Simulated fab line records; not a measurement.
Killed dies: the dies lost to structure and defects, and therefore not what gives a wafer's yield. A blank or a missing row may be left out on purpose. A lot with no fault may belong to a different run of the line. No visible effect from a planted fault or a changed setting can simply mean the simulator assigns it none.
A lot that was struck, set against a sound lot | flow sky130 | 14 out of 708 route steps
Sound: wafers L964.1, L964.2, L964.5. Wafers struck: L957.1, L957.4, L957.5. The cause comes at the end.
Each step with rows lists, per side, the tool, then ch with its chambers, then its first start. Under that, the readings that differ: sound wafers | struck wafers | difference of the means | sigmas: that difference in standard deviations of wafers without a fault.
alike: readings with means less than 2 such deviations apart, plus words and numbers identical on both sides. not compared: withheld readings, readings lacking a value on some wafer, bounds such as >300 that could conceal the same value, and numbers that have no deviation in the record and whose values overlap.
Wherever a step has rows on one side only, a row that says differs or no value, or a row with sigmas, the two part there. Numbers that don't overlap but have no deviation are shown without sigmas and don't part them. A reading missing from all wafers of one side parts the sides only when that side holds two or more wafers.

first, 2 steps without rows for these wafers: SKY_LDD_LDN_PEB_05; SKY_LDD_LDN_DEVELOP_06 (develop time 60 s).
SKY_LDD_LDN_OVL_MEAS_07:
  sound on overlay-02, day 30 02:17; struck on overlay-02, day 27 22:50
  alike: LDD_LDN_OVL
then, 4 steps without rows for these wafers: SKY_LDD_LDN_IMPLANT_08; SKY_LDD_LDN_IMPLANT_09; SKY_LDD_LDN_IMPLANT_10; SKY_LDD_LDN_IMPLANT_11.
SKY_LDD_LDN_STRIP_12: strips in O2/N2.
  sound on plasma_asher-01 ch 0,1, day 30 02:55; struck on plasma_asher-03 ch 0,1, day 27 23:29
  alike: chamber_pressure_mTorr, drypump_motor_current_A, oes_product_au, strip_time_to_endpoint_s
  not compared: rf_hours_counter_h
SKY_LDD_LDN_TW_MEAS_13:
  sound on film_metro-03, day 30 03:01; struck on film_metro-03, day 27 23:35
  alike: LDD_LDN_TW
then, 2 steps without rows for these wafers: SKY_LDD_LDN_CLEAN_14 (cleans in SC1/SC2, time 150 s); SKY_SPACER_CVD_00 (deposits Si3N4 from DCS/NH3, target thk 43.1 nm, time 740 s).
SKY_SPACER_THK_MEAS_01:
  sound on film_metro-04, day 30 05:57; struck on film_metro-03, day 28 03:33
  reading                | sound          | struck         | difference | sigmas
  SPACER_CVD_00_THK (nm) | 42.8 42.5 42.7 | 43.9 43.9 43.5 | +1.1       | +2
SKY_SPACER_ETCHBACK_02: etches Si3N4 in CH3F/O2, stops on SiO2, time 46.7 s, target depth 45 nm.
  sound on rie_diel-01 ch 0,2,3, day 30 06:01; struck on rie_diel-04 ch 0,1,2, day 28 03:37
  no value came back on the struck wafers for any of 7 readings (O2_flow_sccm (sccm), bias_w (W) and others); on the sound wafers O2_flow_sccm (sccm) reads 30.00 30.00 30.17
  not compared: rf_hours_counter_h
-- the record jumps here: 21 days lie between the struck wafers' starts before and after (it left off in module SPACER and takes up again in module PAD_OPEN, whose first step shown is number 708 of the route) --
SKY_PAD_OPEN_PROBE_99:
  sound on prober-01, day 50 11:40; struck on prober-02, day 49 03:42
  reading             | sound    | struck      | difference | sigmas
  killed_at_front_end | 10 10 12 | 428 442 422 | +420       | +93
  killed_dies         | 83 72 88 | 492 492 492 | +411       | +43
  killed_on_rim       | 12 13 11 | 96 96 96    | +84        | +22
  alike: killed_at_M0_to_M3, killed_at_M4_up, killed_at_contacts, killed_at_other, killed_open, killed_short

WHERE THEY PART
At SKY_SPACER_THK_MEAS_01 first; at SKY_PAD_OPEN_PROBE_99 last (within this record only).

WHY: what the simulator had put in
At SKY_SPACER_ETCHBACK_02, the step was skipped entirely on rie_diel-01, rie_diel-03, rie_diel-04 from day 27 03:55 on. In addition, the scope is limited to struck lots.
